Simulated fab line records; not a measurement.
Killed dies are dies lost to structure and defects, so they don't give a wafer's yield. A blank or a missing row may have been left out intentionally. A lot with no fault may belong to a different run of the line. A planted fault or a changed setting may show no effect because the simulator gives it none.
What tool caused it? :: flow sky130 :: 18 wafers from 6 lots sampled at 2 of the route's 708 steps

## WHAT THE GAUGES SHOWED, per wafer
SKY_GATE_OXIDE_OVL_MEAS_10.
lot: L920
measured: day 16 03:14
on: overlay-02
GATE_OXIDE_OVL (nm): -2.2 -1.1 -1.7

lot: L925
measured: day 17 18:26
on: overlay-01
GATE_OXIDE_OVL (nm): -2.3 0.1 -0.1

lot: L927
measured: day 18 14:53
on: overlay-02
GATE_OXIDE_OVL (nm): -2.0 -2.2 -2.0

lot: L929
measured: day 19 12:50
on: overlay-02
GATE_OXIDE_OVL (nm): 113.4 116.2 116.0

lot: L931
measured: day 19 23:32
on: overlay-02
GATE_OXIDE_OVL (nm): 0.6 -0.8 0.7

lot: L937
measured: day 22 16:04
on: overlay-01
GATE_OXIDE_OVL (nm): 1.2 0.6 1.2

## EACH LOT AND THE TOOL THAT RAN IT (in order: tool; ch and the chambers of the sampled wafers; start)
lot: L920
SKY_GATE_OXIDE_EXPOSE_07: iline_stepper-01 ch 0, day 15 13:55

lot: L925
SKY_GATE_OXIDE_EXPOSE_07: iline_stepper-02 ch 0, day 17 04:08

lot: L927
SKY_GATE_OXIDE_EXPOSE_07: iline_stepper-01 ch 0, day 17 23:58

lot: L929
SKY_GATE_OXIDE_EXPOSE_07: iline_stepper-01 ch 0, day 18 21:14

lot: L931
SKY_GATE_OXIDE_EXPOSE_07: iline_stepper-02 ch 0, day 19 07:12

lot: L937
SKY_GATE_OXIDE_EXPOSE_07: iline_stepper-02 ch 0, day 22 00:28
- SKY_GATE_OXIDE_EXPOSE_07: exposes mask LVOM, target cd 600 nm.

## THE ANSWER, worked out from the rows above alone
Rule: what is usual is taken from the lots themselves. Put in order of their means at a reading, lots are off if they are a third of the lots or fewer, leave a main group of 4 or more, and stand apart from it by a gap of 3 or more times the standard deviation of the main group's means; of several such gaps the widest counts. If all means in a main group match to the digits the tables above print for the reading, that group is not used. Also off: a lot with no number at a reading for which 4 or more lots have one. Where the step has rows for the other lots, those lots are counted as sound.
Off: L929, at SKY_GATE_OXIDE_OVL_MEAS_10 (GATE_OXIDE_OVL). Mean -0.7 nm and standard deviation 1.1 in the main group.
If a tool, at a process step before that reading, ran all the lots that are off and no sound lot after the first of them, it fits. The gauges at SKY_GATE_OXIDE_OVL_MEAS_10 are tried like those tools. One candidate fits, namely iline_stepper-01 at SKY_GATE_OXIDE_EXPOSE_07. A fault onset in the window from L927 (day 17 23:58, its last sound lot) to L929 (day 18 21:14, its first lot off) fits.

## WHAT THE SIMULATOR HAD PUT IN
Scanner matching overlay: iline_stepper-01, from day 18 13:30 on, at SKY_GATE_OXIDE_EXPOSE_07. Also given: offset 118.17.
Shown lots that were struck: L929. The rule above reached the same finding.
